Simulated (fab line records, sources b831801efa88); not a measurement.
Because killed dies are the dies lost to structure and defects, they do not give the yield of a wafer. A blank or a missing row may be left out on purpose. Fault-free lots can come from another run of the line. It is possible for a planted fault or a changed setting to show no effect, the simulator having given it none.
fab line records	flow sky130
[record] lots = 12	wafers = 36	last_day = 51
route steps=708 shown SPACER@305 POLY_CUT@317 SD_N@356 LI_CONTACT@374 PAD_OPEN@708
lots that met no fault: from a run of the same line without faults
start_h: the number of hours between the record's first day and the start of the first shown wafer of the lot	wait_h: hours from the lot's prior step to this one	" as in the row above	L1.1+2: a row that stands for several wafers	- no value, or no start given	* or withheld: withheld	< > ~ a bound
route shown NAME@n: a module of which the file shows steps, and the number in the route of the first	usual: mean/standard deviation taken from wafers without a fault	same: alike in all rows	chamber/n: place in a boat	sites: readings site by site	_std_site: their standard deviation	_edge_site: mean of outer sites minus mean of inner sites	radius_mm: how far each site lies from the wafer's centre	mask NAME#n: copy n	behind: the last tool/chamber to shape the wafer	hold: reason for holding the lot/hours on hold/outcome of the hold	device: which transistor (n, p or np) failed to switch	end of line: the route-end tests of the same wafers	for a step that has no rows: nothing shown but its recipe	killed: not the wafer's yield, but the dies lost to structure and defects at the first sort	map: dies across one wafer; x = killed, . = not, _ = none there
set.NAME: the setting as run; set.NAME@STEP: as run at that earlier step	model.NAME: the simulator's own value behind a step, which no gauge read
steps of the route over a sample of lots; a table a step, a row a wafer
services: the hour from which a tool's chamber was out of use, counted from the record's first day as start_h (under 0 if before that day), plus the number of hours and why
[[steps]]
[step SKY_SPACER_THK_MEAS_01]
[recipe] reads = Si3N4_of_SPACER_CVD_00
[usual] SPACER_CVD_00_THK = 43.2/0.39
lot.wafer	tool	chamber	start_h	wait_h	SPACER_CVD_00_THK[nm]
L720.2	film_metro-03	-	560.09	0.0	42.6
L720.3	"	-	"	"	42.6
L720.5	"	-	"	"	42.5
L719.2	film_metro-03	-	561.29	0.0	43.1
L719.3	"	-	"	"	43.2
L719.5	"	-	"	"	43.7
L721.2	film_metro-03	-	568.34	0.0	43.6
L721.5	"	-	"	"	43.8
L721.6	"	-	"	"	43.7
L723.1	film_metro-01	-	576.22	0.0	43.8
L723.2	"	-	"	"	43.8
L723.4	"	-	"	"	43.9
L724.1	film_metro-03	-	576.22	0.0	43.3
L724.2	"	-	"	"	42.9
L724.6	"	-	"	"	43.2
L725.3	film_metro-01	-	594.78	0.0	43.2
L725.5	"	-	"	"	43.0
L725.6	"	-	"	"	43.3
L726.4	film_metro-03	-	610.27	0.0	42.9
L726.5	"	-	"	"	42.6
L726.6	"	-	"	"	42.9
L728.2	film_metro-02	-	618.04	0.0	42.9
L728.3	"	-	"	"	42.8
L728.6	"	-	"	"	42.8
L731.3	film_metro-01	-	644.81	0.0	43.7
L731.4	"	-	"	"	43.6
L731.6	"	-	"	"	43.3
L735.3	film_metro-03	-	676.62	0.0	43.2
L735.4	"	-	"	"	43.1
L735.5	"	-	"	"	43.4
L738.3	film_metro-03	-	696.46	0.0	43.4
L738.4	"	-	"	"	43.4
L738.5	"	-	"	"	43.8
L741.1	film_metro-03	-	749.31	0.0	43.2
L741.2	"	-	"	"	43.2
L741.6	"	-	"	"	43.2
[step SKY_POLY_CUT_ETCH_10]
[recipe] chemistry = N2/H2	target = BARC	ion_energy_ev = 200	source_w = 500	bias_w = 100	pressure_mtorr = 30	n2_flow_sccm = 100	h2_flow_sccm = 200	stop_on = SiO2	time_s = 45.9	target_depth_a = 600
[usual] drypump_motor_current_A = 5.7/0.42	oes_product_au = 0.855/0.0046	throttle_valve_pct = 13.224/0.009
lot.wafer	tool	chamber	start_h	wait_h	drypump_motor_current_A	oes_product_au	rf_hours_counter_h	throttle_valve_pct
L720.2	rie_diel-03	0	590.09	0.0	5.5	0.856	7	13.211
L720.3	"	2	"	"	6.4	0.851	14	13.232
L720.5	"	0	"	"	5.5	0.858	-	13.216
L719.2	rie_diel-02	0	591.74	0.0	5.9	0.852	25	13.208
L719.3	"	2	"	"	5.8	0.857	68	13.224
L719.5	"	2	"	"	5.8	0.850	-	13.235
L721.2	rie_diel-02	0	598.14	0.0	5.9	0.854	26	13.216
L721.5	"	0	"	"	5.9	0.859	-	13.233
L721.6	"	1	"	"	5.7	0.858	-	13.239
L723.1	rie_diel-01	1	606.24	0.0	6.2	0.856	8	13.236
L723.2	"	3	"	"	4.9	0.847	2	13.231
L723.4	"	1	"	"	6.1	0.849	-	13.216
L724.1	rie_diel-03	2	606.59	0.0	6.4	0.853	15	13.222
L724.2	"	0	"	"	5.6	0.851	8	13.224
L724.6	"	0	"	"	5.5	0.856	-	13.222
L725.3	rie_diel-01	3	624.44	0.0	5.0	0.849	3	13.222
L725.5	"	0	"	"	5.8	0.858	-	13.219
L725.6	"	3	"	"	4.9	0.857	-	13.246
L726.4	rie_diel-01	3	639.54	0.0	4.9	0.853	3	13.219
L726.5	"	3	"	"	5.0	0.855	-	13.225
L726.6	"	0	"	"	5.8	0.853	-	13.219
L728.2	rie_diel-03	3	647.09	0.0	6.5	0.861	50	13.230
L728.3	"	1	"	"	5.9	0.857	12	13.238
L728.6	"	1	"	"	5.9	0.860	-	13.201
L731.3	rie_diel-01	3	673.16	0.0	4.9	0.857	3	13.228
L731.4	"	2	"	"	5.4	0.851	13	13.227
L731.6	"	2	"	"	5.5	0.853	-	13.206
L735.3	rie_diel-03	0	704.29	0.0	5.5	0.859	10	13.235
L735.4	"	1	"	"	5.8	0.860	13	13.216
L735.5	"	0	"	"	5.5	0.852	-	13.225
L738.3	rie_diel-02	3	725.14	0.0	5.4	0.856	16	13.225
L738.4	"	1	"	"	5.7	0.848	23	13.227
L738.5	"	3	"	"	5.4	0.856	-	13.221
L741.1	rie_diel-01	2	776.14	0.0	5.4	0.855	15	13.235
L741.2	"	3	"	"	5.0	0.853	6	13.240
L741.6	"	3	"	"	5.0	0.858	-	13.211
[step SKY_SD_N_RTA_14]
[recipe] temp_c = 1075	time_s = 2	idle_temp_c = 650	ramp_up_c_per_s = 150	ramp_down_c_per_s = 90	ambient = N2
[usual] chamber_o2_ppm = 2.001/0.021	lamp_power_pct = 15.74/0.052	wafer_temp_C_max = 1078.1/1.2
lot.wafer	tool	chamber	start_h	wait_h	chamber_o2_ppm	lamp_power_pct	wafer_temp_C_max
L720.2	rtp_anneal-02	0	678.19	0.0	2.004	15.67	1077.7
L720.3	"	0	"	"	2.062	15.69	1075.6
L720.5	"	0	"	"	2.000	15.71	1077.9
L719.2	rtp_anneal-01	0	678.50	0.0	1.982	15.72	1076.7
L719.3	"	0	"	"	1.978	15.82	1080.1
L719.5	"	0	"	"	2.020	15.78	1078.0
L721.2	rtp_anneal-01	0	686.24	0.0	2.022	15.72	1077.6
L721.5	"	0	"	"	1.996	15.65	1078.8
L721.6	"	0	"	"	2.028	15.62	1078.8
L723.1	rtp_anneal-02	0	692.81	0.0	1.972	15.73	1077.8
L723.2	"	0	"	"	2.025	15.73	1078.7
L723.4	"	0	"	"	1.995	15.72	1077.9
L724.1	rtp_anneal-01	0	693.49	0.0	2.015	15.71	1076.4
L724.2	"	0	"	"	2.016	15.74	1079.1
L724.6	"	0	"	"	1.989	15.69	1077.0
L725.3	rtp_anneal-02	0	711.62	0.0	1.995	15.79	1079.9
L725.5	"	0	"	"	1.985	15.70	1079.1
L725.6	"	0	"	"	2.022	15.70	1078.9
L726.4	rtp_anneal-02	0	726.28	0.0	2.000	15.65	1078.1
L726.5	"	0	"	"	2.006	15.82	1079.9
L726.6	"	0	"	"	2.044	15.76	1081.9
L728.2	rtp_anneal-01	0	731.67	0.0	1.983	15.64	1078.5
L728.3	"	0	"	"	2.000	15.71	1076.9
L728.6	"	0	"	"	2.004	15.72	1077.6
L731.3	rtp_anneal-02	0	755.92	0.0	2.025	15.74	1077.7
L731.4	"	0	"	"	1.995	15.66	1076.6
L731.6	"	0	"	"	1.974	15.65	1076.9
L735.3	rtp_anneal-02	0	786.02	0.0	2.008	15.69	1079.2
L735.4	"	0	"	"	1.997	15.69	1077.0
L735.5	"	0	"	"	1.994	15.82	1077.1
L738.3	rtp_anneal-02	0	806.55	0.0	2.043	15.72	1080.0
L738.4	"	0	"	"	2.033	15.81	1078.9
L738.5	"	0	"	"	2.002	15.84	1078.9
L741.1	rtp_anneal-01	0	854.38	0.0	1.996	15.74	1076.3
L741.2	"	0	"	"	2.017	15.72	1077.9
L741.6	"	0	"	"	2.016	15.70	1078.8
[step SKY_SD_N_RS_MEAS_16]
[recipe] thk_meas_gauge = four-point-probe
[usual] SD_N_RS = 68.59/0.12
lot.wafer	tool	chamber	start_h	wait_h	hold	SD_N_RS[ohm/sq]
L720.2	film_metro-03	-	678.38	0.1	-	68.48
L720.3	"	-	"	"	-	68.73
L720.5	"	-	"	"	-	68.53
L719.2	film_metro-04	-	678.68	0.1	-	68.57
L719.3	"	-	"	"	-	68.73
L719.5	"	-	"	"	-	68.68
L721.2	film_metro-03	-	686.43	0.1	-	68.51
L721.5	"	-	"	"	-	68.21
L721.6	"	-	"	"	-	68.48
L723.1	film_metro-02	-	692.98	0.1	-	68.57
L723.2	"	-	"	"	-	68.46
L723.4	"	-	"	"	-	68.60
L724.1	film_metro-02	-	693.66	0.1	-	68.65
L724.2	"	-	"	"	-	68.78
L724.6	"	-	"	"	-	68.77
L725.3	film_metro-02	-	711.81	0.1	-	68.62
L725.5	"	-	"	"	-	68.70
L725.6	"	-	"	"	-	68.56
L726.4	film_metro-02	-	726.48	0.1	-	68.29
L726.5	"	-	"	"	-	68.55
L726.6	"	-	"	"	-	68.53
L728.2	film_metro-04	-	731.85	0.1	-	68.53
L728.3	"	-	"	"	-	68.61
L728.6	"	-	"	"	-	68.74
L731.3	film_metro-02	-	756.12	0.1	-	68.62
L731.4	"	-	"	"	-	68.40
L731.6	"	-	"	"	-	68.42
L735.3	film_metro-04	-	786.22	0.1	await_dispo/0.2h/release	51.70
L735.4	"	-	"	"	await_dispo/0.2h/release	51.76
L735.5	"	-	"	"	await_dispo/0.2h/release	51.73
L735.3	film_metro-04	-	786.58	0.3	-	51.74
L735.4	"	-	"	"	-	51.88
L735.5	"	-	"	"	-	51.76
L738.3	film_metro-02	-	806.75	0.1	await_dispo/0.2h/release	51.88
L738.4	"	-	"	"	await_dispo/0.2h/release	51.74
L738.5	"	-	"	"	await_dispo/0.2h/release	51.84
L738.3	film_metro-02	-	807.11	0.3	-	51.84
L738.4	"	-	"	"	-	51.69
L738.5	"	-	"	"	-	51.72
L741.1	film_metro-03	-	854.56	0.1	-	68.40
L741.2	"	-	"	"	-	68.45
L741.6	"	-	"	"	-	68.54
[step SKY_LI_CONTACT_CD_MEAS_12]
[recipe] target_cd_nm = 170
[usual] cd_nm = 169.8/1.3
lot.wafer	tool	chamber	start_h	wait_h	cd_nm
L720.2	cd_sem-02	-	707.70	-	168.2
L720.3	"	-	"	"	168.8
L720.5	"	-	"	"	169.6
L719.2	cd_sem-02	-	708.35	-	168.2
L719.3	"	-	"	"	169.9
L719.5	"	-	"	"	168.6
L721.2	cd_sem-02	-	715.21	-	171.2
L721.5	"	-	"	"	170.8
L721.6	"	-	"	"	169.9
L723.1	cd_sem-01	-	721.95	-	170.4
L723.2	"	-	"	"	171.1
L723.4	"	-	"	"	171.0
L724.1	cd_sem-02	-	722.48	-	172.0
L724.2	"	-	"	"	172.1
L724.6	"	-	"	"	174.3
L725.3	cd_sem-01	-	740.88	-	169.3
L725.5	"	-	"	"	170.0
L725.6	"	-	"	"	170.7
L726.4	cd_sem-02	-	754.84	-	170.1
L726.5	"	-	"	"	170.8
L726.6	"	-	"	"	170.1
L728.2	cd_sem-02	-	759.66	-	168.8
L728.3	"	-	"	"	169.2
L728.6	"	-	"	"	170.8
L731.3	cd_sem-01	-	783.83	-	169.5
L731.4	"	-	"	"	169.8
L731.6	"	-	"	"	168.9
L741.1	cd_sem-02	-	881.54	-	168.7
L741.2	"	-	"	"	169.6
L741.6	"	-	"	"	169.1
[step SKY_PAD_OPEN_PROBE_99]
[usual] defect_limited_yield = 82.4/2	killed_at_M0_to_M3 = 43/6.8	killed_at_M4_up = 3.1/1.8	killed_at_contacts = 25/5.8	killed_at_front_end = 15/4.2	killed_at_other = 0.3/0.5	killed_dies = 87/9.7	killed_open = 47/7.3	killed_short = 39/6.6	sort_bin_3_pad_short = 0.9/0.37	sort_bin_5_function = 10.4/1.4	sort_bin_6_memory = 6.3/1.1	sort_n_pass = 405/9.7	sort_yield_pct = 82.4/2
[same] gross_dies = 492	killed_at_back_side = 0	sort_bin_4_leakage[%] = 0	sort_bin_8_speed[%] = 0
lot.wafer	tool	chamber	start_h	wait_h	defect_limited_yield[%]	killed_at_M0_to_M3	killed_at_M4_up	killed_at_contacts	killed_at_front_end	killed_at_other	killed_dies	killed_open	killed_short	sort_bin_3_pad_short[%]	sort_bin_5_function[%]	sort_bin_6_memory[%]	sort_n_pass	sort_yield_pct[%]
L719.2	prober-02	-	1101.10	0.1	80.1	59	1	23	15	0	98	58	40	0.6	12.2	7.1	394	80.1
L719.3	prober-02	-	1101.15	0.2	82.3	41	2	29	15	0	87	54	33	1.0	10.2	6.5	405	82.3
L719.5	prober-02	-	1101.25	0.2	82.7	31	2	32	20	0	85	51	34	1.0	10.2	6.1	407	82.7
L721.2	prober-02	-	1106.54	0.1	85.2	32	4	23	14	0	73	32	41	1.0	8.7	5.1	419	85.2
L721.5	prober-02	-	1106.69	0.2	81.7	43	7	23	17	0	90	45	45	0.4	10.4	7.5	402	81.7
L721.6	prober-02	-	1106.74	0.2	82.3	45	2	22	18	0	87	36	51	1.4	10.4	5.9	405	82.3
L724.1	prober-02	-	1111.10	0.1	81.9	56	2	18	13	0	89	44	45	1.0	11.4	5.7	403	81.9
L724.2	prober-02	-	1111.15	0.1	80.9	53	3	27	10	1	94	49	45	0.6	10.0	8.5	398	80.9
L724.6	prober-02	-	1111.35	0.2	83.7	49	2	19	10	0	80	49	31	0.4	8.9	6.9	412	83.7
L725.3	prober-01	-	1120.15	0.2	83.1	47	2	18	15	1	83	45	38	1.2	9.6	6.1	409	83.1
L725.5	prober-01	-	1120.25	0.2	82.7	52	1	20	12	0	85	47	38	0.4	10.8	6.1	407	82.7
L725.6	prober-01	-	1120.30	0.2	85.6	34	5	22	9	1	71	43	28	0.8	8.7	4.9	421	85.6
L726.4	prober-01	-	1133.75	0.2	84.6	40	1	17	17	1	76	42	34	1.2	8.9	5.3	416	84.6
L726.5	prober-01	-	1133.80	0.2	81.7	49	3	25	13	0	90	50	40	0.8	9.8	7.7	402	81.7
L726.6	prober-01	-	1133.85	0.2	82.5	43	2	29	12	0	86	54	32	0.6	10.0	6.9	406	82.5
L731.3	prober-01	-	1155.78	0.2	86.6	35	2	15	13	1	66	38	28	0.4	7.3	5.7	426	86.6
L731.4	prober-01	-	1155.83	0.2	86.2	35	3	17	13	0	68	36	32	0.6	9.1	4.1	424	86.2
L731.6	prober-01	-	1155.93	0.2	82.1	49	4	19	15	1	88	50	38	0.4	12.0	5.5	404	82.1
// killed by level:class
L719.2 VIA1:geometric_particle:open=17 VIA3:geometric_particle:open=9 METAL2:geometric_particle:short=9 CONTACT:geometric_particle:open=8 LI_CONTACT:geometric_particle:open=7 VIA2:geometric_particle:open=7 SPACER:geometric_particle:short=6 POLY_GATE:geometric_particle:short=4
L719.3 VIA1:geometric_particle:open=12 CONTACT:geometric_particle:open=11 LI_CONTACT:geometric_particle:open=9 METAL1:geometric_particle:short=9 VIA3:geometric_particle:open=8 FIELD_ISO:geometric_particle:open=4 POLY_GATE:geometric_particle:short=4 LOCAL_INTERCONNECT:geometric_particle:short=4
L719.5 CONTACT:geometric_particle:open=14 LI_CONTACT:geometric_particle:open=11 VIA1:geometric_particle:open=7 FIELD_ISO:geometric_particle:short=6 VIA3:geometric_particle:short=6 FIELD_ISO:geometric_particle:open=4 VIA1:geometric_particle:short=4 VIA3:geometric_particle:open=4
L721.2 LI_CONTACT:geometric_particle:open=10 FIELD_ISO:geometric_particle:short=7 METAL2:geometric_particle:short=6 CONTACT:geometric_particle:open=6 VIA1:geometric_particle:short=6 FIELD_ISO:geometric_particle:open=4 VIA3:geometric_particle:open=4 VIA3:geometric_particle:short=4
L721.5 LI_CONTACT:geometric_particle:open=11 VIA1:geometric_particle:open=8 METAL2:geometric_particle:short=7 LI_CONTACT:geometric_particle:short=6 METAL4:geometric_particle:short=6 FIELD_ISO:geometric_particle:open=5 VIA2:geometric_particle:short=5 VIA2:geometric_particle:open=5
L721.6 METAL1:geometric_particle:short=9 CONTACT:geometric_particle:open=7 VIA2:geometric_particle:open=7 VIA1:geometric_particle:short=6 POLY_GATE:geometric_particle:short=5 LI_CONTACT:geometric_particle:short=5 LOCAL_INTERCONNECT:geometric_particle:short=5 VIA1:geometric_particle:open=5
L724.1 VIA1:geometric_particle:open=10 VIA1:geometric_particle:short=7 VIA2:geometric_particle:open=7 VIA3:geometric_particle:open=7 LOCAL_INTERCONNECT:geometric_particle:short=6 METAL1:geometric_particle:short=6 METAL2:geometric_particle:short=6 POLY_GATE:geometric_particle:open=5
L724.2 VIA1:geometric_particle:open=14 CONTACT:geometric_particle:open=11 METAL1:geometric_particle:short=10 VIA3:geometric_particle:open=10 LOCAL_INTERCONNECT:geometric_particle:short=8 CONTACT:geometric_particle:short=4 METAL2:geometric_particle:short=4 VIA2:geometric_particle:open=4
L724.6 VIA1:geometric_particle:open=11 VIA1:geometric_particle:short=9 CONTACT:geometric_particle:open=8 METAL1:geometric_particle:open=7 VIA2:geometric_particle:open=5 POLY_GATE:geometric_particle:open=5 VIA3:geometric_particle:short=5 METAL1:geometric_particle:short=4
L725.3 CONTACT:geometric_particle:open=9 VIA2:geometric_particle:open=9 VIA1:geometric_particle:open=8 VIA1:geometric_particle:short=7 VIA3:geometric_particle:open=6 FIELD_ISO:geometric_particle:short=5 FIELD_ISO:geometric_particle:open=5 LOCAL_INTERCONNECT:geometric_particle:short=4
L725.5 CONTACT:geometric_particle:open=11 VIA1:geometric_particle:open=10 METAL2:geometric_particle:short=9 VIA2:geometric_particle:open=8 METAL1:geometric_particle:short=7 VIA3:geometric_particle:open=7 POLY_GATE:geometric_particle:open=4 CONTACT:geometric_particle:short=4
L725.6 CONTACT:geometric_particle:open=14 VIA1:geometric_particle:open=12 METAL2:geometric_particle:short=7 VIA2:geometric_particle:open=4 METAL4:geometric_particle:short=4 POLY_GATE:geometric_particle:open=3 LI_CONTACT:geometric_particle:open=3 LOCAL_INTERCONNECT:geometric_particle:short=3
L726.4 VIA2:geometric_particle:open=9 LI_CONTACT:geometric_particle:open=8 METAL1:geometric_particle:short=8 VIA3:geometric_particle:open=6 FIELD_ISO:geometric_particle:open=5 VIA1:geometric_particle:open=5 CONTACT:geometric_particle:open=5 VIA2:geometric_particle:short=5
L726.5 CONTACT:geometric_particle:open=12 VIA3:geometric_particle:open=8 VIA1:geometric_particle:open=7 LI_CONTACT:geometric_particle:open=6 VIA1:geometric_particle:short=6 METAL1:geometric_particle:short=5 VIA2:geometric_particle:open=5 VIA2:geometric_particle:short=4
L726.6 VIA1:geometric_particle:open=16 LOCAL_INTERCONNECT:geometric_particle:short=8 LI_CONTACT:geometric_particle:open=7 CONTACT:geometric_particle:open=7 VIA2:geometric_particle:open=6 VIA3:geometric_particle:open=5 VIA1:geometric_particle:short=4 FIELD_ISO:geometric_particle:open=3
L731.3 VIA3:geometric_particle:open=10 VIA1:geometric_particle:open=8 CONTACT:geometric_particle:short=6 FIELD_ISO:geometric_particle:open=4 CONTACT:geometric_particle:open=4 SPACER:geometric_particle:short=3 VIA2:geometric_particle:open=3 METAL1:geometric_particle:short=3
L731.4 VIA1:geometric_particle:open=9 FIELD_ISO:geometric_particle:short=7 CONTACT:geometric_particle:open=6 METAL1:geometric_particle:short=5 VIA3:geometric_particle:open=5 VIA2:geometric_particle:open=5 LI_CONTACT:geometric_particle:open=4 LOCAL_INTERCONNECT:geometric_particle:short=4
L731.6 VIA1:geometric_particle:open=10 VIA2:geometric_particle:open=9 FIELD_ISO:geometric_particle:open=7 CONTACT:geometric_particle:open=6 METAL1:geometric_particle:short=6 METAL2:geometric_particle:short=6 VIA3:geometric_particle:open=5 CONTACT:geometric_particle:short=5
[[services]]
tool	chamber	start_h	hours	kind
rie_diel-02	0	579.77	1.2	repair
rie_diel-03	1	584.00	3.7	repair
rie_diel-01	0	587.66	-	clean
rie_diel-01	0	587.66	22.1	scheduled_down
rie_diel-01	0	587.66	22.1	vent_cycle
rie_diel-02	0	602.26	2.3	repair
rie_diel-03	3	626.52	2.3	repair
rie_diel-02	1	629.49	3.1	repair
rie_diel-01	1	676.35	7.5	repair
rie_diel-03	-	695.88	4.3	repair
rie_diel-03	2	698.08	3.5	repair
rie_diel-02	3	710.44	3.2	repair
rie_diel-01	0	716.09	1.3	repair
rie_diel-01	0	756.11	9.3	repair
rie_diel-01	3	756.96	1.9	repair
rtp_anneal-02	-	758.50	0.8	pm
rie_diel-01	-	786.51	1.4	repair
rtp_anneal-02	-	788.74	6.7	pm
rie_diel-02	3	790.15	6.4	repair
rie_diel-01	3	814.84	3.9	repair
rie_diel-01	3	834.20	5.4	repair
rie_diel-02	3	839.92	6.0	repair
rie_diel-02	-	840.00	0.2	repair
rie_diel-01	1	852.89	9.3	repair
[[key]]
[first_sign] step = SKY_SD_N_RS_MEAS_16	reading = visit	direction = added
[effect] step = SKY_SD_N_RS_MEAS_16	reading = SD_N_RS	direction = down	sigmas = 99+	usual = 68.59	struck = 51.78
met_at SKY_SD_N_RTA_14
struck_lots L735,L738
scrapped_behind SKY_SD_N_RS_MEAS_16 L735.3,L735.4,L735.5,L738.3,L738.4,L738.5
not_acting_at SKY_SPACER_THK_MEAS_01,SKY_POLY_CUT_ETCH_10,SKY_LI_CONTACT_CD_MEAS_12
onset_between 755.92 786.02
[fault] kind = process_parameter_drift	tool = rtp_anneal-02	chamber = -	onset_h = 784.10	steps = SKY_SD_N_RTA_14	channel = time_s	offset = *	shape = step	end_h = 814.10	acts_in = *	stated = *
